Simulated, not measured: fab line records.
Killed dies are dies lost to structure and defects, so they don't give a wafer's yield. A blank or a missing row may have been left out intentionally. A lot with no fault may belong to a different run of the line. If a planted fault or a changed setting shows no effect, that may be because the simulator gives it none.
fab line records -- flow gf180mcu -- part 2 of 2: steps 26 to 36 of 36
record: lots: 5, wafers: 15, last_day: 34
route steps=602 shown DUAL_GATE@147 POLY_GATE@157 HV_LDD@176
lots untouched by any fault: they come from a run of this same line in which no faults occurred
start_h: hours from the record's opening day to when the first of the lot's shown wafers began -- wait_h: how many hours have passed since the lot's step before this one -- " identical to the entry in the row above -- L1.1+2: a single row standing in for several wafers -- - no value present, or no start provided -- * or withheld: withheld -- < > ~ a bound
route shown NAME@n: NAME is a module with steps in the file, n the number in the route of the first one -- usual: mean/standard deviation of fault-free wafers -- same: alike in all rows -- chamber/n: place in a boat -- sites: readings site by site -- _std_site: how widely they spread, as a standard deviation -- _edge_site: inner sites' mean taken away from outer sites' mean -- radius_mm: how far each site lies from the wafer's centre -- mask NAME#n: copy n -- behind: the most recent tool/chamber to have shaped the wafer -- hold: the reason the lot was held/the length of the hold in hours/how it ended -- device: names the non-switching transistor (n, p or np) -- end of line: at the end of the route, the tests of the same wafers -- step lacking rows: just its recipe -- killed: at the first sort, the dies lost to defects and structure; wafer yield is something else -- map: per-die view of a wafer (x killed, . not killed, _ where there is no die)
set.NAME: the run value of the setting; set.NAME@STEP: its run value at that earlier step -- model.NAME: the simulator's own value behind a step, which no gauge read
lots at selected steps of the route; one table per step, one row per wafer
services: the hour from which a tool's chamber was out of use, counted from the record's first day as start_h (under 0 if before that day), plus the number of hours and why
== steps ==
step: GF_POLY_GATE_CLEAN_15
recipe: chemistry: SC1/SC2, mix: 1:4:20, temp_c: 70, time_s: 150, dry: n2_spin
lot.wafer,tool,chamber,start_h,wait_h
L076.2+3+5,wet_bench-03,1,208.77,0.1
L077.1+2+3,wet_bench-03,0,214.22,0.1
L079.1+2+6,wet_bench-03,2,232.42,0.1
L094.2+3+6,wet_bench-03,1,349.17,0.1
L097.1+3+6,wet_bench-01,3,362.69,0.1
step: GF_POLY_GATE_OXIDATION_16
recipe: temp_c: 850, ambient: O2, stabilise_s: 600, purge_s: 300, target_thk_a: 40, ox_time_s: 899
usual: ox_temp_c_max: 854.8/1.5, zone_power_lower_pct: 16.2/1.5
lot.wafer,tool,chamber,start_h,wait_h,ox_temp_c_max,zone_power_lower_pct
L076.2,furnace-02,0,211.14,2.3,857.0,14.6
L076.3,furnace-02,0,211.14,2.3,856.3,14.7
L076.5,furnace-02,0,211.14,2.3,854.4,14.5
L077.1,furnace-01,0,214.73,0.5,853.3,17.6
L077.2,furnace-01,0,214.73,0.5,853.1,17.7
L077.3,furnace-01,0,214.73,0.5,853.4,17.7
L079.1,furnace-01,0,232.47,0.0,854.1,17.5
L079.2,furnace-01,0,232.47,0.0,853.4,17.6
L079.6,furnace-01,0,232.47,0.0,853.9,17.4
L094.2,furnace-02,0,349.22,0.0,856.3,14.5
L094.3,furnace-02,0,349.22,0.0,856.3,14.5
L094.6,furnace-02,0,349.22,0.0,857.0,14.2
L097.1,furnace-02,0,363.83,1.0,855.3,14.3
L097.3,furnace-02,0,363.83,1.0,855.1,14.7
L097.6,furnace-02,0,363.83,1.0,856.7,14.6
step: GF_POLY_GATE_THK_MEAS_17
recipe: reads: SiO2_of_POLY_GATE_OXIDATION_16
usual: POLY_GATE_OXIDATION_THK: 3.98/0.096
lot.wafer,tool,chamber,start_h,wait_h,POLY_GATE_OXIDATION_THK[nm]
L076.2,film_metro-03,-,212.40,0.0,3.90
L076.3,film_metro-03,-,212.40,0.0,3.94
L076.5,film_metro-03,-,212.40,0.0,3.92
L077.1,film_metro-03,-,215.98,0.0,3.96
L077.2,film_metro-03,-,215.98,0.0,3.91
L077.3,film_metro-03,-,215.98,0.0,3.89
L079.1,film_metro-02,-,233.72,0.0,3.83
L079.2,film_metro-02,-,233.72,0.0,3.82
L079.6,film_metro-02,-,233.72,0.0,3.90
L094.2,film_metro-03,-,350.48,0.0,4.00
L094.3,film_metro-03,-,350.48,0.0,4.02
L094.6,film_metro-03,-,350.48,0.0,4.06
L097.1,film_metro-04,-,365.08,0.0,4.07
L097.3,film_metro-04,-,365.08,0.0,4.15
L097.6,film_metro-04,-,365.08,0.0,4.18
step: GF_POLY_GATE_CD_MEAS_18
usual: cd_nm: 280.7/1.8
lot.wafer,tool,chamber,start_h,wait_h,cd_nm
L076.2,cd_sem-01,-,212.51,0.1,283.7
L076.3,cd_sem-01,-,212.51,0.1,281.0
L076.5,cd_sem-01,-,212.51,0.1,282.7
L077.1,cd_sem-02,-,216.04,0.1,281.4
L077.2,cd_sem-02,-,216.04,0.1,281.9
L077.3,cd_sem-02,-,216.04,0.1,279.7
L079.1,cd_sem-01,-,233.78,0.1,282.8
L079.2,cd_sem-01,-,233.78,0.1,279.7
L079.6,cd_sem-01,-,233.78,0.1,280.9
L094.2,cd_sem-02,-,350.56,0.1,279.8
L094.3,cd_sem-02,-,350.56,0.1,280.7
L094.6,cd_sem-02,-,350.56,0.1,281.3
L097.1,cd_sem-01,-,365.14,0.1,280.9
L097.3,cd_sem-01,-,365.14,0.1,279.4
L097.6,cd_sem-01,-,365.14,0.1,279.4
step: GF_HV_LDD_DEHYDRATE_00
recipe: temp_c: 200, time_s: 60
usual: exhaust_pa: 45.1/0.85
lot.wafer,tool,chamber,start_h,wait_h,exhaust_pa
L076.2,litho_track-04,0,221.24,8.7,44.4
L076.3,litho_track-04,0,221.24,8.7,44.9
L076.5,litho_track-04,0,221.24,8.7,44.9
L077.1,litho_track-02,0,224.86,8.8,44.6
L077.2,litho_track-02,0,224.86,8.8,44.6
L077.3,litho_track-02,0,224.86,8.8,43.0
L079.1,litho_track-04,0,243.32,9.5,44.8
L079.2,litho_track-04,0,243.32,9.5,45.1
L079.6,litho_track-04,0,243.32,9.5,44.8
L094.2,litho_track-03,0,360.65,10.1,45.2
L094.3,litho_track-03,0,360.65,10.1,46.1
L094.6,litho_track-03,0,360.65,10.1,45.7
L097.1,litho_track-04,0,376.87,11.7,44.5
L097.3,litho_track-04,0,376.87,11.7,45.0
L097.6,litho_track-04,0,376.87,11.7,44.3
step: GF_HV_LDD_HMDS_01
recipe: prime_time_s: 60, prime_temp_c: 120
usual: exhaust_pa: 44.7/0.92
lot.wafer,tool,chamber,start_h,wait_h,exhaust_pa
L076.2,litho_track-04,0,221.39,0.1,45.4
L076.3,litho_track-04,0,221.39,0.1,42.6
L076.5,litho_track-04,0,221.39,0.1,43.1
L077.1,litho_track-02,0,225.01,0.1,43.6
L077.2,litho_track-02,0,225.01,0.1,43.6
L077.3,litho_track-02,0,225.01,0.1,44.8
L079.1,litho_track-04,0,243.47,0.1,46.1
L079.2,litho_track-04,0,243.47,0.1,44.9
L079.6,litho_track-04,0,243.47,0.1,44.8
L094.2,litho_track-03,0,360.80,0.1,43.7
L094.3,litho_track-03,0,360.80,0.1,44.6
L094.6,litho_track-03,0,360.80,0.1,44.5
L097.1,litho_track-04,0,377.02,0.1,43.8
L097.3,litho_track-04,0,377.02,0.1,45.7
L097.6,litho_track-04,0,377.02,0.1,44.5
step: GF_HV_LDD_COAT_02
recipe: resist: NOVOLAK, spin_rpm: 3000, resist_thk_nm: 1000
usual: dispense_pressure_kPa: 55.1/2.2, exhaust_pa: 45.0/0.72
lot.wafer,tool,chamber,start_h,wait_h,dispense_pressure_kPa,exhaust_pa
L076.2,litho_track-04,0,221.54,0.1,57.6,44.7
L076.3,litho_track-04,0,221.54,0.1,57.7,44.2
L076.5,litho_track-04,0,221.54,0.1,57.7,43.9
L077.1,litho_track-02,0,225.16,0.1,53.0,45.3
L077.2,litho_track-02,0,225.16,0.1,53.0,46.3
L077.3,litho_track-02,0,225.16,0.1,53.1,45.1
L079.1,litho_track-04,0,243.62,0.1,57.6,45.1
L079.2,litho_track-04,0,243.62,0.1,57.6,43.9
L079.6,litho_track-04,0,243.62,0.1,57.6,44.5
L094.2,litho_track-03,0,360.95,0.1,53.4,44.5
L094.3,litho_track-03,0,360.95,0.1,53.4,45.5
L094.6,litho_track-03,0,360.95,0.1,53.4,45.7
L097.1,litho_track-04,0,377.17,0.1,57.6,46.5
L097.3,litho_track-04,0,377.17,0.1,57.6,45.0
L097.6,litho_track-04,0,377.17,0.1,57.6,45.1
step: GF_HV_LDD_SOFTBAKE_03
recipe: temp_c: 90, time_s: 60, resist: NOVOLAK
usual: exhaust_pa: 44.9/0.81
lot.wafer,tool,chamber,start_h,wait_h,exhaust_pa
L076.2,litho_track-04,0,221.69,0.1,45.5
L076.3,litho_track-04,0,221.69,0.1,46.8
L076.5,litho_track-04,0,221.69,0.1,44.2
L077.1,litho_track-02,0,225.31,0.1,45.2
L077.2,litho_track-02,0,225.31,0.1,44.1
L077.3,litho_track-02,0,225.31,0.1,44.7
L079.1,litho_track-04,0,243.77,0.1,45.0
L079.2,litho_track-04,0,243.77,0.1,45.2
L079.6,litho_track-04,0,243.77,0.1,45.3
L094.2,litho_track-03,0,361.10,0.1,46.1
L094.3,litho_track-03,0,361.10,0.1,46.3
L094.6,litho_track-03,0,361.10,0.1,46.0
L097.1,litho_track-04,0,377.32,0.1,44.6
L097.3,litho_track-04,0,377.32,0.1,45.3
L097.6,litho_track-04,0,377.32,0.1,43.9
step: GF_HV_LDD_EXPOSE_04
recipe: mask_id: Nplus_LV_AREA, target_cd_nm: 400, na: 0.6, source_shape: conventional, sigma_outer: 0.6, dose_mj: 140
lot.wafer,tool,chamber,start_h,wait_h,mask
L076.2+3+5,iline_stepper-02,0,-,-,Nplus_LV_AREA#0
L077.1+2+3,iline_stepper-02,0,-,-,Nplus_LV_AREA#0
L079.1+2+6,iline_stepper-01,0,-,-,Nplus_LV_AREA#0
L094.2+3+6,iline_stepper-02,0,-,-,Nplus_LV_AREA#0
L097.1+3+6,iline_stepper-02,0,-,-,Nplus_LV_AREA#0
step: GF_HV_LDD_PEB_05
recipe: temp_c: withheld, time_s: *, resist: NOVOLAK
usual: exhaust_pa: 45.1/0.95
lot.wafer,tool,chamber,start_h,wait_h,exhaust_pa
L076.2,litho_track-03,0,-,-,44.0
L076.3,litho_track-03,0,-,-,44.4
L076.5,litho_track-03,0,-,-,43.0
L077.1,litho_track-04,0,-,-,44.5
L077.2,litho_track-04,0,-,-,45.1
L077.3,litho_track-04,0,-,-,44.6
L079.1,litho_track-04,0,-,-,43.6
L079.2,litho_track-04,0,-,-,46.5
L079.6,litho_track-04,0,-,-,44.3
L094.2,litho_track-02,0,-,-,46.6
L094.3,litho_track-02,0,-,-,45.8
L094.6,litho_track-02,0,-,-,45.9
L097.1,litho_track-03,0,-,-,44.9
L097.3,litho_track-03,0,-,-,46.1
L097.6,litho_track-03,0,-,-,46.2
step: GF_HV_LDD_DEVELOP_06
recipe: develop_time_s: 60, dev_temp_c: 23
usual: exhaust_pa: 44.9/0.82
lot.wafer,tool,chamber,start_h,wait_h,exhaust_pa
L076.2,litho_track-03,0,230.46,0.1,45.1
L076.3,litho_track-03,0,230.46,0.1,43.9
L076.5,litho_track-03,0,230.46,0.1,43.7
L077.1,litho_track-04,0,233.77,0.1,44.1
L077.2,litho_track-04,0,233.77,0.1,45.5
L077.3,litho_track-04,0,233.77,0.1,44.2
L079.1,litho_track-04,0,252.72,0.1,44.2
L079.2,litho_track-04,0,252.72,0.1,44.8
L079.6,litho_track-04,0,252.72,0.1,45.7
L094.2,litho_track-02,0,371.73,0.1,45.7
L094.3,litho_track-02,0,371.73,0.1,46.6
L094.6,litho_track-02,0,371.73,0.1,45.0
L097.1,litho_track-03,0,387.73,0.1,44.4
L097.3,litho_track-03,0,387.73,0.1,45.1
L097.6,litho_track-03,0,387.73,0.1,46.0
== services ==
tool,chamber,start_h,hours,kind
furnace-01,-,160.10,3.4,pm
krf_scanner-02,-,166.63,0.8,pm
krf_scanner-02,-,167.59,1.0,pm
wet_bench-03,-,172.06,2.1,repair
iline_stepper-02,-,176.86,2.1,pm
plasma_asher-03,-,179.15,2.8,pm
plasma_asher-02,-,183.82,3.4,repair
krf_scanner-02,-,188.39,4.4,pm
iline_stepper-02,-,192.47,1.7,pm
wet_bench-03,-,201.12,1.6,repair
wet_bench-03,-,203.49,1.3,repair
krf_scanner-02,-,210.10,5.2,repair
wet_bench-01,-,236.22,6.1,repair
krf_scanner-02,-,255.25,1.3,pm
iline_stepper-02,-,260.86,2.2,repair
furnace-02,-,264.45,7.3,repair
wet_bench-01,-,275.38,2.8,repair
furnace-02,-,299.68,3.5,pm
krf_scanner-02,-,304.62,0.5,repair
plasma_asher-02,-,316.59,0.4,repair
plasma_asher-03,-,327.51,4.9,repair
furnace-01,-,328.25,4.0,pm
krf_scanner-02,-,335.13,0.8,pm
furnace-01,-,339.71,2.2,pm
